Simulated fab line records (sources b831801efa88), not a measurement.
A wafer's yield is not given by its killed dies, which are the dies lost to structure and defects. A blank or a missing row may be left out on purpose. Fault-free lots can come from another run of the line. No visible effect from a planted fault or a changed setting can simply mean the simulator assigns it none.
Problem report in the 8D (eight disciplines) form, filled by code ; flow sky130 ; the parts of the form that need people (team, actions taken, sign-off) are left out

## 1. THE ISSUE
beam energy keV at SKY_LDD_HVP_IMPLANT_08 reads a mean of 17.691 on 6 wafers of 2 lots; wafers without a fault read 19.999 with a standard deviation of 0.0056. So: -99 or more standard deviations from the usual mean.
First observed at day 25 09:02: wafer L750.2, on implanter-03. At this step, 42 wafers from 14 lots have a number in the record. The rule behind "out" and "out of limits": a value lying over 4 standard deviations away from the usual mean. The rest of the wafers with a number are treated as sound.

## 2. WHAT IT IS AND WHAT IT IS NOT
question;is;is not
which readings at this step;beam energy keV;-
which lots;L750, L751;L740, L741, L743, L745, L752, L753, L754, L757, L759, L761, L762, L763
which wafers of those lots;all that have a number;-
read on which tools;implanter-03;implanter-02, implanter-04
when;from day 25 09:02;"up to then (12 sound wafers); but 24 sound wafers of L752, L753, L754, L757, L759, L761, L762, L763 came after"

## 3. WHAT RULES OUT EACH SUSPECT
Counting: a tool at a process step up to the reading stays a suspect if it ran every lot that is out and no sound lot after the first of them.
- implanter-03 at SKY_LDD_HVP_IMPLANT_08: ruled out as a lasting fault. Following L750 (day 25 09:02), the first lot on it that is out, the sound lots L761, L762 were run on it.
Left after counting: nothing in the record.

## 4. THE CAUSE (what the simulator had put in)
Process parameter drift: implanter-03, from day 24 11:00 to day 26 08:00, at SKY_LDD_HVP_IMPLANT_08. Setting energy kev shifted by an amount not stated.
Counting ruled it out, wrongly.

## 5. THE CHAIN OF EFFECTS, in route order
Rows list readings where the struck wafers' mean (over those with a number) sits beyond 3 standard deviations from the usual. Scope: only readings with a usual standard deviation given in the record; hours: median across lots of the time from each lot's start at the first step in this table that gives one to its start at this step; sigmas: change in usual standard deviations.
hours;step;reading;usual;on struck wafers;change;sigmas
0;SKY_LDD_HVP_IMPLANT_08;beam energy keV;19.999;17.691;-2.308;-99 or more
The process steps in it:
- SKY_LDD_HVP_IMPLANT_08
Later steps that measure or inspect, where all struck wafers having a row at the step show a number for every such reading and not one has moved that far: SKY_LDD_LDN_OVL_MEAS_07, SKY_CONTACT_BOW_MEAS_05.

## 6. HOW IT WOULD HAVE BEEN CAUGHT EARLIER
In this record the first reading out of limits was taken at day 25 09:02, 22 hours after the fault began at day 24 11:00.
